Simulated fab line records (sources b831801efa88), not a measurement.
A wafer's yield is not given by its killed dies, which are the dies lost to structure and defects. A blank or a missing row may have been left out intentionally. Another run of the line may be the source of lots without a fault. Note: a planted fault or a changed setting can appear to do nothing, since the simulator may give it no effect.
A lot that was struck, set against a sound lot + flow gf180mcu + 42 out of 602 route steps
Sound: the wafers L224.3, L224.4, L224.5. Wafers struck: L218.2, L218.3, L218.6. Last of all comes the cause.
Order at every step that has rows: each side's tool, ch and its chambers, its first start. Under that, the readings that differ: sound wafers + struck wafers + difference of the means + sigmas: that difference in standard deviations of wafers without a fault.
alike: readings whose means differ by less than 2 such deviations, and words and numbers that are the same on both sides. not compared: withheld readings, readings that some wafer has no value for, bounds like >300 that may hide the same value, and numbers for which the record gives no deviation and whose values overlap.
The two part at a step that has a row with sigmas, a row that says differs or no value, or rows on one side only. Non-overlapping numbers with no deviation appear without sigmas and do not part them. A reading that every wafer of one side lacks parts them only if that side has two wafers or more.

first, 2 steps without rows for these wafers: GF_MVSD_IMPLANT_08; GF_MVSD_IMPLANT_09.
GF_MVSD_STRIP_10: strips in O2/N2.
  sound on plasmaAsher-01 ch 0,1, day 8 23:45; struck on plasmaAsher-01 ch 1, day 7 12:16
| reading                  | sound             | struck            | difference | sigmas |
|--------------------------|-------------------|-------------------|------------|--------|
| stripTimeToEndpointS (s) | 36.78 36.95 36.85 | 37.04 37.16 37.00 | +0.21      | +2     |
  alike: drypumpMotorCurrentA, heaterPowerW, oesProductAu
  not compared: rfHoursCounterH
GF_MVSD_TW_MEAS_11:
  struck on filmMetro-03, day 7 12:22; sound on filmMetro-03, day 8 23:50
  alike: MVSD_TW
then, 7 steps without rows for these wafers: GF_MVPSD_DEHYDRATE_00 (time 60 s); GF_MVPSD_HMDS_01 (prime time 60 s); GF_MVPSD_COAT_02 (resist thk 3000 nm); GF_MVPSD_SOFTBAKE_03; GF_MVPSD_EXPOSE_04 (exposes mask MVPSD, target cd 1000 nm); GF_MVPSD_PEB_05; GF_MVPSD_DEVELOP_06 (develop time 60 s).
GF_MVPSD_OVL_MEAS_07:
  struck on overlay-01, day 8 04:53; sound on overlay-02, day 9 17:14
  alike: MVPSD_OVL
GF_MVPSD_IMPLANT_08:
  sound on implanter-03 ch 0, day 9 17:19; struck on implanter-02 ch 0, day 8 04:56
| reading          | sound                            | struck                         | difference  | sigmas      |
|------------------|----------------------------------|--------------------------------|-------------|-------------|
| doseIonsCm2      | 1.5014e+13 1.5021e+13 1.5002e+13 | 2.0219e+13 2.022e+13 2.022e+13 | +5.2073e+12 | +99 or more |
| faradayCurrentUA | 85.0 86.1 83.1                   | 114.1 116.2 116.1              | +30.7       | +18         |
  alike: beamEnergyKeV, beamOnS
after that, 1 step had no rows for these wafers: GF_MVPSD_IMPLANT_09.
GF_MVPSD_STRIP_10: strips in O2/N2.
  sound on plasmaAsher-02 ch 0,1, day 9 17:35; struck on plasmaAsher-02 ch 0,1, day 8 05:13
| reading                  | sound             | struck            | difference | sigmas |
|--------------------------|-------------------|-------------------|------------|--------|
| stripTimeToEndpointS (s) | 36.98 36.81 36.74 | 37.15 37.13 36.96 | +0.24      | +2     |
  alike: drypumpMotorCurrentA, heaterPowerW, oesProductAu
  not compared: rfHoursCounterH
GF_MVPSD_TW_MEAS_11:
  struck on filmMetro-03, day 8 05:34; sound on filmMetro-01, day 9 17:41
| reading  | sound       | struck      | difference | sigmas |
|----------|-------------|-------------|------------|--------|
| MVPSD_TW | 548 553 550 | 606 604 602 | +54        | +18    |
  not compared: hold
then, 6 steps without rows for these wafers: GF_VT_IMPLANT_HMDS_01 (prime time 60 s); GF_VT_IMPLANT_COAT_02 (resist thk 1000 nm); GF_VT_IMPLANT_SOFTBAKE_03 (time 60 s); GF_VT_IMPLANT_EXPOSE_04 (exposes mask LVPWELL LV AREA, target cd 600 nm); GF_VT_IMPLANT_PEB_05; GF_VT_IMPLANT_DEVELOP_06 (develop time 60 s).
GF_VT_IMPLANT_OVL_MEAS_07:
  struck on overlay-02, day 8 22:26; sound on overlay-01, day 10 11:29
  alike: VT_IMPLANT_OVL
after that, 1 step had no rows for these wafers: GF_VT_IMPLANT_IMPLANT_08.
GF_VT_IMPLANT_STRIP_09: strips in O2/N2.
  sound on plasmaAsher-03 ch 0,1, day 10 11:42; struck on plasmaAsher-01 ch 0,1, day 8 22:37
  alike: drypumpMotorCurrentA, heaterPowerW, oesProductAu, stripTimeToEndpointS
  not compared: rfHoursCounterH
GF_VT_IMPLANT_TW_MEAS_10:
  struck on filmMetro-02, day 8 22:44; sound on filmMetro-02, day 10 11:47
  alike: VT_IMPLANT_TW
then, 7 steps without rows for these wafers: GF_VT_IMPLANT_DEHYDRATE_11 (time 60 s); GF_VT_IMPLANT_HMDS_12 (prime time 60 s); GF_VT_IMPLANT_COAT_13 (resist thk 1000 nm); GF_VT_IMPLANT_SOFTBAKE_14 (time 60 s); GF_VT_IMPLANT_EXPOSE_15 (exposes mask Nwell LV AREA, target cd 860 nm); GF_VT_IMPLANT_PEB_16; GF_VT_IMPLANT_DEVELOP_17 (develop time 60 s).
GF_VT_IMPLANT_OVL_MEAS_18:
  struck on overlay-02, day 9 15:44; sound on overlay-02, day 11 05:08
  alike: VT_IMPLANT_01_OVL
after that, 1 step had no rows for these wafers: GF_VT_IMPLANT_IMPLANT_19.
GF_VT_IMPLANT_STRIP_20: strips in O2/N2.
  sound on plasmaAsher-03 ch 0,1, day 11 05:21; struck on plasmaAsher-03 ch 0,1, day 9 15:55
| reading             | sound             | struck            | difference | sigmas |
|---------------------|-------------------|-------------------|------------|--------|
| oesProductAu (a.u.) | 0.716 0.728 0.718 | 0.711 0.710 0.713 | -0.009     | -2     |
  alike: drypumpMotorCurrentA, heaterPowerW, stripTimeToEndpointS
  not compared: rfHoursCounterH
GF_VT_IMPLANT_TW_MEAS_21:
  struck on filmMetro-02, day 9 16:02; sound on filmMetro-04, day 11 05:28
  alike: VT_IMPLANT_2_TW
then, 4 steps without rows for these wafers: GF_VT_IMPLANT_DEHYDRATE_22 (time 60 s); GF_VT_IMPLANT_HMDS_23 (prime time 60 s); GF_VT_IMPLANT_COAT_24 (resist thk 1000 nm); GF_VT_IMPLANT_SOFTBAKE_25 (time 60 s).
GF_VT_IMPLANT_RS_MEAS_49: uses a four-point probe to measure.
  struck on filmMetro-01, day 11 04:38; sound on filmMetro-01, day 12 20:50
| reading           | sound          | struck         | difference | sigmas |
|-------------------|----------------|----------------|------------|--------|
| MVPSD_RS (ohm/sq) | 1173 1173 1174 | 1002 1006 1005 | -169       | -55    |
  not compared: hold

WHERE THEY PART
At GF_MVSD_STRIP_10 first; at GF_VT_IMPLANT_RS_MEAS_49 last (within this record only).

WHY: what had been put in by the simulator
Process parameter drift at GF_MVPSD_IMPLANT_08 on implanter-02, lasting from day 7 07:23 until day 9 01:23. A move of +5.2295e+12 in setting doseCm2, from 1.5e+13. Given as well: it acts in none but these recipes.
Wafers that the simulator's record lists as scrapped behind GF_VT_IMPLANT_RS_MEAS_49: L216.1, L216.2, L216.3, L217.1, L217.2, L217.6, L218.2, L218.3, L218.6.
